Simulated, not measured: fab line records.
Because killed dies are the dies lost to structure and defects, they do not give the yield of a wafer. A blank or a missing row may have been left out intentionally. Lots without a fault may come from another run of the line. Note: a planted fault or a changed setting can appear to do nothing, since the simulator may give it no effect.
Matching of chambers    flow sfqLine    4 sister chambers for SFQ_TRILAYER_I2_VIA_BARC_OPEN_VIA_ETCH_096 on rieDiel-03
The step etches BARC in O2, target depth 125 nm, time 41.7 s. 14 wafers are shown with their chamber, then 6 later ones without.

WAFERS, EACH WITH ITS CHAMBER
wafer   chamber  drypumpMotorCurrentA (A)  oesProductAu (a.u.)
L664.1  3        5.2                       0.683
L664.2  2        6.5                       0.684
L664.5  2        6.5                       0.677
L666.2  1        6.5                       0.691
L666.4  3        5.2                       0.680
L666.6  3        5.2                       0.695
L671.2  0        5.1                       0.682
L671.3  3        5.3                       0.681
L671.6  3        5.3                       0.686
L676.1  2        6.5                       0.680
L676.3  0        5.1                       0.691
L676.4  3        5.2                       0.685
L678.2  3        5.2                       0.677
L678.4  1        6.5                       0.681

SIGNATURES (means of the wafers above)
reading               chamber 0  chamber 1  chamber 2  chamber 3  scatter within a chamber
drypumpMotorCurrentA  5.100      6.500      6.500      5.229      0.0378
oesProductAu          0.68650    0.68600    0.68033    0.68386    0.00562
Rule: a wafer's distance from a chamber is the root of the sum, over the readings, of the square of ((its reading less the chamber's mean) divided by the reading's scatter). If the next closest chamber is less than 2 further off than the closest, the wafer can't be placed; otherwise it belongs to the closest. How the scatter is found: for the shown wafers, subtract from each reading the mean of its chamber, square and add these, divide the total by (wafers less chambers), then take the root.

WAFERS WHOSE CHAMBER IS MISSING
wafer   drypumpMotorCurrentA (A)  oesProductAu (a.u.)
L678.5  5.2                       0.684
L679.2  6.5                       0.685
L679.5  5.1                       0.694
L679.6  6.5                       0.682
L684.1  5.1                       0.690
L684.5  5.1                       0.681

WHICH CHAMBER EACH ONE RAN IN
wafer   from the rows above      in truth
L678.5  can't be placed: 3 or 0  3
L679.2  can't be placed: 1 or 2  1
L679.5  0                        0
L679.6  can't be placed: 2 or 1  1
L684.1  0                        0
L684.5  0                        0
Placed correctly: 3 of 6. From these rows, 3 cannot be placed; in 3 the true chamber is one of the candidates. Placed wrongly: 0.
